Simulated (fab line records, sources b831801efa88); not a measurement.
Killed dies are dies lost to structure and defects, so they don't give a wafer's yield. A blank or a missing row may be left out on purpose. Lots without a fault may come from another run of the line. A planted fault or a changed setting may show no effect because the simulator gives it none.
A struck lot beside a sound one | flow sky130 | 19 steps out of a route of 708
Sound: wafers L535.2, L535.4, L535.6. Struck: wafers L541.3, L541.4, L541.5. The cause comes at the end.
At each step with rows: each side's tool, then ch and its chambers, then its first start. Under that, the readings that differ: sound wafers | struck wafers | difference of the means | sigmas: that difference in standard deviations of wafers without a fault.
alike: readings whose means differ by less than 2 such deviations, and words and numbers that are the same on both sides. not compared: withheld readings, readings that some wafer has no value for, bounds like >300 that may hide the same value, and numbers for which the record gives no deviation and whose values overlap.
The two part at a step that has a row with sigmas, a row that says differs or no value, or rows on one side only. Numbers that don't overlap but have no deviation are shown without sigmas and don't part them. A reading that every wafer of one side lacks parts them only if that side has two wafers or more.

first, 4 steps without rows for these wafers: SKY_VT_ADJUST_PCH_SOFTBAKE_03; SKY_VT_ADJUST_PCH_EXPOSE_04 (exposes mask NWM, target cd 840 nm); SKY_VT_ADJUST_PCH_PEB_05; SKY_VT_ADJUST_PCH_DEVELOP_06 (develop time 60 s).
SKY_VT_ADJUST_PCH_OVL_MEAS_07:
  sound on overlay-02, day 11 20:56; struck on overlay-02, day 13 16:17
  alike: VT_ADJUST_PCH_OVL
then, 1 step without rows for these wafers: SKY_VT_ADJUST_PCH_IMPLANT_08.
SKY_VT_ADJUST_PCH_STRIP_09: strips in O2/N2.
  sound on plasma_asher-02 ch 0,1, day 11 21:07; struck on plasma_asher-01 ch 0,1, day 13 16:29
  alike: chamber_pressure_mTorr, drypump_motor_current_A, oes_product_au, strip_time_to_endpoint_s
  not compared: rf_hours_counter_h
SKY_VT_ADJUST_PCH_TW_MEAS_10:
  sound on film_metro-03, day 11 21:14; struck on film_metro-04, day 13 16:34
  alike: VT_ADJUST_PCH_TW
then, 4 steps without rows for these wafers: SKY_SONOS_TUNNEL_DEHYDRATE_00 (time 60 s); SKY_SONOS_TUNNEL_HMDS_01 (prime time 60 s); SKY_SONOS_TUNNEL_COAT_02 (resist thk 1140 nm); SKY_SONOS_TUNNEL_SOFTBAKE_03 (time 60 s).
SKY_SONOS_TUNNEL_EXPOSE_04: exposes mask TUNM, target cd 410 nm.
  sound on iline_stepper-02 ch 0, day 12 08:22; struck on iline_stepper-01 ch 0, day 14 04:49
  reading                              | sound             | struck            | difference | sigmas
  model.SONOS_TUNNEL.overlay_x_nm (nm) | 0.901 0.901 0.901 | 38.58 38.58 38.58 | +37.68     |
  alike: mask
then, 2 steps without rows for these wafers: SKY_SONOS_TUNNEL_PEB_05; SKY_SONOS_TUNNEL_DEVELOP_06 (develop time 60 s).
SKY_SONOS_TUNNEL_CD_MEAS_07: target cd 410 nm.
  sound on cd_sem-01, day 12 20:25; struck on cd_sem-01, day 14 17:07
  alike: cd_nm
SKY_SONOS_TUNNEL_OVL_MEAS_08:
  sound on overlay-02, day 12 20:31; struck on overlay-01, day 14 17:13
  reading               | sound        | struck         | difference | sigmas
  SONOS_TUNNEL_OVL (nm) | 0.6 -0.2 0.1 | 40.0 39.3 38.8 | +39.2      | +26
then, 2 steps without rows for these wafers: SKY_SONOS_TUNNEL_IMPLANT_09; SKY_PAD_OPEN_PROBE_99.

WHERE THEY PART
Only at SKY_SONOS_TUNNEL_OVL_MEAS_08, within this record.

WHY: what the simulator had put in
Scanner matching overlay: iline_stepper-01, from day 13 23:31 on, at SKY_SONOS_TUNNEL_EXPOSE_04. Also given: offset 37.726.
